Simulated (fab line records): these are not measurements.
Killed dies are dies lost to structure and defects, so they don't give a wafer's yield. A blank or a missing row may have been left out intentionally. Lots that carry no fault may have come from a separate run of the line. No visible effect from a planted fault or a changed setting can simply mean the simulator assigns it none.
Which tool is to blame? -- flow gf180mcu -- 24 lots, 72 wafers sampled, at 5 steps of a route of 602

## WHAT EACH GAUGE READ, for each wafer
GF_M2_OVL_MEAS_15.
lot,measured,on,M2_OVL (nm)
L074,day 19 06:01,overlay-02,8 12 10
L075,day 19 14:31,overlay-02,8 13 11
L076,day 19 22:55,overlay-02,6 5 10
L078,day 20 23:40,overlay-01,-3 2 5
L077,day 21 00:01,overlay-01,3 7 7
L079,day 21 12:03,overlay-01,7 10 4
L080,day 21 21:26,overlay-02,1 1 0
L081,day 22 04:24,overlay-01,10 10 13
L082,day 22 07:52,overlay-01,8 11 8
L083,day 22 20:32,overlay-01,9 6 2
L084,day 23 06:37,overlay-02,6 12 9
L085,day 23 15:00,overlay-02,-4 0 10
L086,day 23 22:46,overlay-01,9 12 8
L087,day 24 02:04,overlay-01,12 14 14
L088,day 24 10:43,overlay-02,14 -1 8
L089,day 24 21:40,overlay-02,15 13 24
L090,day 25 01:08,overlay-01,16 19 11
L091,day 25 07:27,overlay-02,14 10 18
L092,day 25 13:51,overlay-01,16 14 19
L093,day 26 03:04,overlay-02,5 8 7
L094,day 26 06:40,overlay-01,6 5 3
L095,day 26 14:11,overlay-02,12 11 13
L096,day 26 19:30,overlay-02,6 10 4
L097,day 27 02:37,overlay-01,18 13 1

GF_V2_THK_MEAS_25: measures by xrf.
lot,measured,on,V2_W_THK (nm)
L074,day 20 09:39,film_metro-02,336 333 343
L075,day 20 17:12,film_metro-04,338 337 329
L076,day 21 02:14,film_metro-02,338 330 342
L078,day 22 01:27,film_metro-01,341 330 329
L077,day 22 01:48,film_metro-02,348 338 339
L079,day 22 14:12,film_metro-04,344 342 344
L080,day 22 23:04,film_metro-02,333 342 340
L081,day 23 05:47,film_metro-04,340 338 336
L082,day 23 09:34,film_metro-02,340 333 341
L083,day 23 22:07,film_metro-04,334 338 334
L084,day 24 07:52,film_metro-01,339 329 334
L085,day 24 15:47,film_metro-02,342 333 341
L086,day 24 22:35,film_metro-02,332 334 347
L087,day 25 02:29,film_metro-01,335 339 331
L088,day 25 11:09,film_metro-01,332 343 334
L089,day 25 21:40,film_metro-02,332 335 338
L090,day 26 01:20,film_metro-02,338 337 345
L091,day 26 07:16,film_metro-04,330 332 334
L092,day 26 14:08,film_metro-04,328 336 339
L093,day 27 02:34,film_metro-02,333 331 338
L094,day 27 06:49,film_metro-02,333 335 345
L095,day 27 13:08,film_metro-04,334 337 338
L096,day 27 19:11,film_metro-01,331 329 341
L097,day 28 01:08,film_metro-01,324 336 324

GF_M4_RS_MEAS_05: measurement is done with a four-point probe.
lot,measured,on,M4_ALCU_RS (ohm/sq)
L074,day 22 13:19,film_metro-04,0.0680 0.0682 0.0690
L075,day 22 20:51,film_metro-02,0.0689 0.0699 0.0692
L076,day 23 04:16,film_metro-03,0.0688 0.0705 0.0691
L078,day 24 01:50,film_metro-03,0.0697 0.0683 0.0690
L077,day 24 02:39,film_metro-02,0.0697 0.0699 0.0694
L079,day 24 14:05,film_metro-03,0.0696 0.0698 0.0696
L080,day 24 22:58,film_metro-03,0.0691 0.0686 0.0691
L081,day 25 05:55,film_metro-04,0.0696 0.0700 0.0705
L082,day 25 09:25,film_metro-03,0.0693 0.0696 0.0699
L083,day 25 20:30,film_metro-04,0.0699 0.0699 0.0699
L084,day 26 06:37,film_metro-03,0.0702 0.0698 0.0694
L085,day 26 14:23,film_metro-04,0.0707 0.0709 0.0711
L086,day 26 19:47,film_metro-03,0.0698 0.0694 0.0688
L087,day 27 00:14,film_metro-03,0.0699 0.0704 0.0695
L088,day 27 09:08,film_metro-02,0.0696 0.0690 0.0694
L089,day 27 18:28,film_metro-02,0.0691 0.0690 0.0686
L090,day 27 22:22,film_metro-04,0.0693 0.0696 0.0695
L091,day 28 03:13,film_metro-03,0.0703 0.0703 0.0706
L092,day 28 10:14,film_metro-04,0.0684 0.0691 0.0690
L093,day 28 20:55,film_metro-03,0.0695 0.0678 0.0691
L094,day 29 02:02,film_metro-03,0.0678 0.0697 0.0679
L095,day 29 07:49,film_metro-03,0.0691 0.0691 0.0694
L096,day 29 13:01,film_metro-02,0.0692 0.0699 0.0699
L097,day 29 19:24,film_metro-02,0.0697 0.0693 0.0692

## TOOL THAT RAN EACH LOT (tool first, then ch and the chambers of the sampled wafers, then the start)
lot,GF_V1_CMP_26,GF_M4_SPUTTER_03
L074,"cmp-01 ch 0,2,3, day 18 05:38","pvd_sputter-04, day 22 13:16"
L075,"cmp-02 ch 0,1,3, day 18 15:05","pvd_sputter-01, day 22 20:47"
L076,"cmp-02 ch 1,2, day 18 21:35","pvd_sputter-01, day 23 04:13"
L078,"cmp-02 ch 1,2,3, day 19 22:43","pvd_sputter-01, day 24 01:46"
L077,"cmp-01 ch 0,2,3, day 19 23:14","pvd_sputter-03, day 24 02:35"
L079,"cmp-01 ch 0,2,3, day 20 11:16","pvd_sputter-04, day 24 14:01"
L080,"cmp-02 ch 0,2,3, day 20 20:22","pvd_sputter-04, day 24 22:52"
L081,"cmp-01 ch 0,1,3, day 21 03:56","pvd_sputter-03, day 25 05:51"
L082,"cmp-01 ch 0,3, day 21 07:12","pvd_sputter-04, day 25 09:19"
L083,"cmp-01 ch 0,1,3, day 21 20:32","pvd_sputter-04, day 25 20:25"
L084,"cmp-01 ch 2,3, day 22 06:37","pvd_sputter-03, day 26 06:31"
L085,"cmp-02 ch 1,2, day 22 15:57","pvd_sputter-03, day 26 14:19"
L086,"cmp-01 ch 0,1,2, day 23 00:23","pvd_sputter-04, day 26 19:42"
L087,"cmp-01 ch 0,1, day 23 03:07","pvd_sputter-03, day 27 00:10"
L088,"cmp-01 ch 0,1,3, day 23 12:20","pvd_sputter-03, day 27 09:04"
L089,"cmp-02 ch 0,1,3, day 23 23:44","pvd_sputter-04, day 27 18:23"
L090,"cmp-01 ch 0,1, day 24 02:29","pvd_sputter-04, day 27 22:16"
L091,"cmp-02 ch 1,3, day 24 09:58","pvd_sputter-03, day 28 03:09"
L092,"cmp-02 ch 2,3, day 24 15:37","pvd_sputter-04, day 28 10:10"
L093,"cmp-02 ch 0,1,2, day 25 05:05","pvd_sputter-01, day 28 20:52"
L094,"cmp-02 ch 1,2,3, day 25 09:12","pvd_sputter-01, day 29 01:58"
L095,"cmp-01 ch 0,1,2, day 25 16:44","pvd_sputter-04, day 29 07:43"
L096,"cmp-02 ch 0,1,3, day 25 22:16","pvd_sputter-03, day 29 12:57"
L097,"cmp-01 ch 0,2,3, day 26 05:26","pvd_sputter-04, day 29 19:20"
- GF_V1_CMP_26: polishes, stops on SiO2, t overpolish 15 s, target thk 0 nm.
- GF_M4_SPUTTER_03: material Ti, target thk 10 nm, time 6.7 s.

## AS READ BY THE TOOLS THEMSELVES (means over the sampled wafers that have a number; for cases with no such wafer, the mark the record gives instead)
GF_V1_CMP_26.
lot,tool,edge_zone_pressure_frac,motor_current_A (A),overpolish_run_s (s),platen_rpm (rpm),time_to_endpoint_s (s)
L074,cmp-01,0.994,10.9,15.003,60.05,85
L075,cmp-02,1.003,10.4,15.000,59.97,82
L076,cmp-02,0.998,10.4,14.999,60.00,85
L078,cmp-02,0.998,10.7,14.999,60.02,87
L077,cmp-01,1.002,10.9,14.996,59.99,84
L079,cmp-01,0.999,10.6,15.000,59.99,83
L080,cmp-02,0.999,10.6,15.001,60.01,82
L081,cmp-01,1.000,11.0,15.002,59.98,79
L082,cmp-01,1.004,11.7,14.997,60.02,82
L083,cmp-01,0.998,11.3,15.004,60.01,81
L084,cmp-01,1.005,10.4,15.001,60.03,78
L085,cmp-02,0.999,10.5,14.996,59.98,89
L086,cmp-01,0.997,10.4,15.008,60.02,85
L087,cmp-01,1.001,10.4,15.001,60.00,88
L088,cmp-01,0.999,11.5,14.998,60.00,81
L089,cmp-02,1.000,10.4,14.996,59.99,80
L090,cmp-01,0.998,10.2,14.999,60.00,83
L091,cmp-02,1.001,10.5,14.997,60.02,84
L092,cmp-02,0.996,10.4,15.000,60.00,85
L093,cmp-02,0.996,10.8,15.004,59.97,89
L094,cmp-02,0.997,10.4,15.012,60.03,87
L095,cmp-01,1.003,10.4,15.001,59.97,91
L096,cmp-02,1.003,9.9,14.998,59.97,87
L097,cmp-01,1.007,11.0,15.003,60.01,83

GF_M4_SPUTTER_03.
lot,tool,throttle_valve_pct (%)
L074,pvd_sputter-04,29.2
L075,pvd_sputter-01,29.3
L076,pvd_sputter-01,29.2
L078,pvd_sputter-01,29.5
L077,pvd_sputter-03,30.1
L079,pvd_sputter-04,30.2
L080,pvd_sputter-04,30.6
L081,pvd_sputter-03,29.8
L082,pvd_sputter-04,30.2
L083,pvd_sputter-04,30.3
L084,pvd_sputter-03,29.5
L085,pvd_sputter-03,29.9
L086,pvd_sputter-04,30.3
L087,pvd_sputter-03,30.7
L088,pvd_sputter-03,30.0
L089,pvd_sputter-04,29.1
L090,pvd_sputter-04,29.2
L091,pvd_sputter-03,29.9
L092,pvd_sputter-04,28.4
L093,pvd_sputter-01,29.4
L094,pvd_sputter-01,29.1
L095,pvd_sputter-04,30.1
L096,pvd_sputter-03,30.0
L097,pvd_sputter-04,30.2

## THE ANSWER, worked out from the rows above alone
Rule: the lots themselves supply what counts as usual. The widest of any qualifying gaps counts: lots, ordered by their means at a reading, are off when they make up no more than a third of the lots, leave a main group of 4 or more, and stand apart from it by 3 or more times the standard deviation of that group's means. If all means in a main group match to the digits the tables above print for the reading, that group is not used. Also off: a lot with no number at a reading for which 4 or more lots have one. Where the step has rows for the other lots, those lots are counted as sound. First the gauges in route order, then the tools' own readings, where a lot's mean is used as printed above. At the first step where some lot is off, the reading lying furthest off is the one used; lots without a number count as furthest.
No lot is off at any reading shown: from this, nothing can be told.

## WHAT THE SIMULATOR PUT IN
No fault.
